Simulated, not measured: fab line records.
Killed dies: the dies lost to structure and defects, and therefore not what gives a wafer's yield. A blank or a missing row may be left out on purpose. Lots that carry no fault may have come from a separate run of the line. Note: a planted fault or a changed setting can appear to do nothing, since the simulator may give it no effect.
A struck lot beside a sound one	flow sfqLine	42 out of 325 route steps
Sound: these wafers, L947.1, L947.4, L947.6. Wafers L944.2, L944.3, L944.6 were the ones struck. The cause comes at the end.
Per side, at each step with rows, come the tool, then ch with its chambers, and then its first start. Under that, the readings that differ: sound wafers	struck wafers	difference of the means	sigmas: that difference in standard deviations of wafers without a fault.
alike: readings whose means differ by less than 2 such deviations, and words and numbers that are the same on both sides. not compared: withheld readings, readings that some wafer has no value for, bounds like >300 that may hide the same value, and numbers for which the record gives no deviation and whose values overlap.
A row with sigmas, a row that says differs or no value, or rows on one side alone: a step with any of these is where the two part. When numbers do not overlap yet have no deviation, they are printed without sigmas and do not part them. Lack of a reading on every wafer of one side parts them only where that side has two or more wafers.

first, 6 steps without rows for these wafers: SFQ_TRILAYER_M2_LITHO_COAT_062 (resist thk 62 nm); SFQ_TRILAYER_M2_LITHO_COAT_057 (resist thk 600 nm); SFQ_TRILAYER_M2_LITHO_SOFTBAKE_061; SFQ_TRILAYER_M2_LITHO_EXPOSE_058 (exposes mask M2, target cd 500 nm); SFQ_TRILAYER_M2_LITHO_PEB_060 (peb time 60 s); SFQ_TRILAYER_M2_LITHO_DEVELOP_059 (time 60 s).
SFQ_M2_OVL_MEAS_916:
  sound: overlay-02 at day 37 09:18; struck: overlay-02 at day 36 16:23
  alike: M2_OVL
SFQ_TRILAYER_M2_BARC_OPEN_METAL_ETCH_077: etches BARC in O2, target depth 125 nm, time 41.7 s.
  sound on rieMetal-04 ch 0,1, day 37 09:20; struck on rieMetal-03 ch 0,1, day 36 16:25
  alike: drypumpMotorCurrentA, oesProductAu
  not compared: rfHoursCounterH
then, 4 steps without rows for these wafers: SFQ_TRILAYER_M2_ETCH_METAL_ETCH_060 (etches Nb in Cl2/Ar, stops on SiO2, target depth 240 nm, time 120 s); SFQ_TRILAYER_M2_STRIP_STRIP_061 (strips in O2); SFQ_TRILAYER_M2_STRIP_SOLV_CLEAN_062 (cleans in NMP, time 600 s); SFQ_TRILAYER_I2_DEP_PECVD_063 (deposits SiO2 from SiH4/N2O, time 111.11 s, target thk 500 nm).
SFQ_TRILAYER_I2_CMP_CMP_064: polishes SiO2.
  sound on cmp-01 ch 0,1,3, day 38 00:23; struck on cmp-01 ch 1,3, day 36 23:53
  no value came back on the struck wafers for edgeZonePressureFrac, headPressurePsi (psi), motorCurrentA (A), timeToEndpointS (s); on the sound wafers edgeZonePressureFrac reads 0.996 1.002 0.993
reading	sound	struck	difference	sigmas
model.SiO2_of_TRILAYER_I2_DEP_PECVD_063.thkNm (nm)	202.4 200.5 201.6	502.8 496.6 510.3	+301.7	
SFQ_I2_BOW_MEAS_917:
  sound: filmMetro-03 at day 38 02:23; struck: filmMetro-02 at day 37 02:25
  alike: I2_BOW
SFQ_TRILAYER_I2_METRO_MEASURE_065:
  sound: filmMetro-03 at day 38 02:31; struck: filmMetro-02 at day 37 02:43
reading	sound	struck	difference	sigmas
thkNm (nm)	202.3 200.5 201.5	503.0 497.2 510.5	+302.1	+99 or more
then, 6 steps without rows for these wafers: SFQ_TRILAYER_I2_VIA_LITHO_COAT_072 (resist thk 62 nm); SFQ_TRILAYER_I2_VIA_LITHO_COAT_067 (resist thk 650 nm); SFQ_TRILAYER_I2_VIA_LITHO_SOFTBAKE_071; SFQ_TRILAYER_I2_VIA_LITHO_EXPOSE_068 (exposes mask I2, target cd 500 nm); SFQ_TRILAYER_I2_VIA_LITHO_PEB_070 (peb time 60 s); SFQ_TRILAYER_I2_VIA_LITHO_DEVELOP_069 (time 60 s).
SFQ_I2_OVL_MEAS_918:
  sound: overlay-02 at day 38 06:51; struck: overlay-02 at day 37 06:55
reading	sound	struck	difference	sigmas
I2_OVL (nm)	7 10 11	-3 -5 -3	-13	-3
then, 1 step without rows for these wafers: SFQ_TRILAYER_I2_VIA_BARC_OPEN_VIA_ETCH_096 (etches BARC in O2, target depth 125 nm, time 41.7 s).
SFQ_TRILAYER_I2_VIA_ETCH_VIA_ETCH_070: etches SiO2 in CHF3, stops on Nb, target depth 260 nm.
  sound on rieDiel-02 ch 2,3, day 38 06:56; struck on rieDiel-03 ch 0,3, day 37 06:59
reading	sound	struck	difference	sigmas
oesProductAu (a.u.)	0.854 0.859 0.853	1.614 1.617 1.611	+0.759	+99 or more
model.I2.featureDepthNm (nm)	202.4 200.5 201.6	257.7 260 257.6	+56.9	
model.etch.depthNm (nm)	202.4 200.5 201.6	257.7 260 257.6	+56.9	
  alike: drypumpMotorCurrentA
SFQ_TRILAYER_I2_VIA_STRIP_STRIP_071: strips in O2.
  sound on rieMetal-01 ch 0,1, day 38 07:02; struck on rieMetal-04 ch 0,1, day 37 07:05
  alike: drypumpMotorCurrentA, oesProductAu
  not compared: rfHoursCounterH
then, 1 step without rows for these wafers: SFQ_TRILAYER_I2_VIA_STRIP_SOLV_CLEAN_072 (cleans in NMP, time 600 s).
SFQ_TRILAYER_M3_DEP_PRE_CLEAN_074: time 22.5 s.
  sound: pvdSputter-06 at day 38 07:49; struck: pvdSputter-05 at day 37 07:52
reading	sound	struck	difference	sigmas
model.SiO2_of_TRILAYER_I2_DEP_PECVD_063.thkNm (nm)	194.9 193 194.1	495.3 489.1 502.8	+301.7	
  alike: biasV
then, 1 step without rows for these wafers: SFQ_TRILAYER_M3_DEP_SPUTTER_073 (material Nb, target thk 200 nm, time 133.3 s).
SFQ_M3_RS_MEAS_919: measurement is done with a four-point probe.
  sound: filmMetro-01 at day 38 07:56; struck: filmMetro-01 at day 37 08:01
  alike: M3_NB_RS
then, 6 steps without rows for these wafers: SFQ_TRILAYER_M3_LITHO_COAT_080 (resist thk 62 nm); SFQ_TRILAYER_M3_LITHO_COAT_075 (resist thk 600 nm); SFQ_TRILAYER_M3_LITHO_SOFTBAKE_079; SFQ_TRILAYER_M3_LITHO_EXPOSE_076 (exposes mask M3, target cd 500 nm); SFQ_TRILAYER_M3_LITHO_PEB_078 (peb time 60 s); SFQ_TRILAYER_M3_LITHO_DEVELOP_077 (time 60 s).
-- the record jumps here: 6 days lie between the struck wafers' starts before and after --
SFQ_M3_OVL_MEAS_921:
  sound: overlay-01 at day 43 23:52; struck: overlay-02 at day 43 04:35
  alike: M3_OVL
SFQ_TRILAYER_M3_BARC_OPEN_METAL_ETCH_100: etches BARC in O2, target depth 125 nm, time 41.7 s.
  sound on rieMetal-03 ch 0,1, day 43 23:55; struck on rieMetal-02 ch 0,1, day 43 04:37
  alike: drypumpMotorCurrentA, oesProductAu
  not compared: rfHoursCounterH
then, 1 step without rows for these wafers: SFQ_TRILAYER_M3_ETCH_METAL_ETCH_078 (etches Nb in Cl2/Ar, stops on SiO2, target depth 240 nm, time 120 s).
SFQ_TRILAYER_M3_STRIP_STRIP_079: strips in O2.
  sound on rieMetal-03 ch 0,1, day 44 00:05; struck on rieMetal-02 ch 0,1, day 43 04:47
  alike: drypumpMotorCurrentA, oesProductAu
  not compared: rfHoursCounterH
then, 1 step without rows for these wafers: SFQ_TRILAYER_M3_STRIP_SOLV_CLEAN_080 (cleans in NMP, time 600 s).
SFQ_TRILAYER_I3_DEP_PECVD_081: deposits SiO2 from SiH4/N2O, time 111.11 s, target thk 500 nm.
  sound on pecvd-02 ch 0,2, day 44 00:52; struck on pecvd-01 ch 0,1, day 43 05:35
reading	sound	struck	difference	sigmas
heaterPowerW (W)	44 77 47	87 97 95	+37	+2
  alike: throttleValvePct
-- the record jumps here: 38 days lie between the struck wafers' starts before and after --
SFQ_M8_BOW_MEAS_951:
  sound: filmMetro-04 at day 81 17:42; struck: filmMetro-02 at day 81 09:44
reading	sound	struck	difference	sigmas
model.etest.i2.linkOhm	1.966 1.968 1.973	1e+06 1e+06 1e+06	+1e+06	
  alike: M8_BOW

WHERE THEY PART
Earliest at SFQ_TRILAYER_I2_CMP_CMP_064; latest, in this record, at SFQ_TRILAYER_I3_DEP_PECVD_081. Later steps at which nothing parts them and some readings are alike: SFQ_M8_BOW_MEAS_951.

WHY: what had been put in by the simulator
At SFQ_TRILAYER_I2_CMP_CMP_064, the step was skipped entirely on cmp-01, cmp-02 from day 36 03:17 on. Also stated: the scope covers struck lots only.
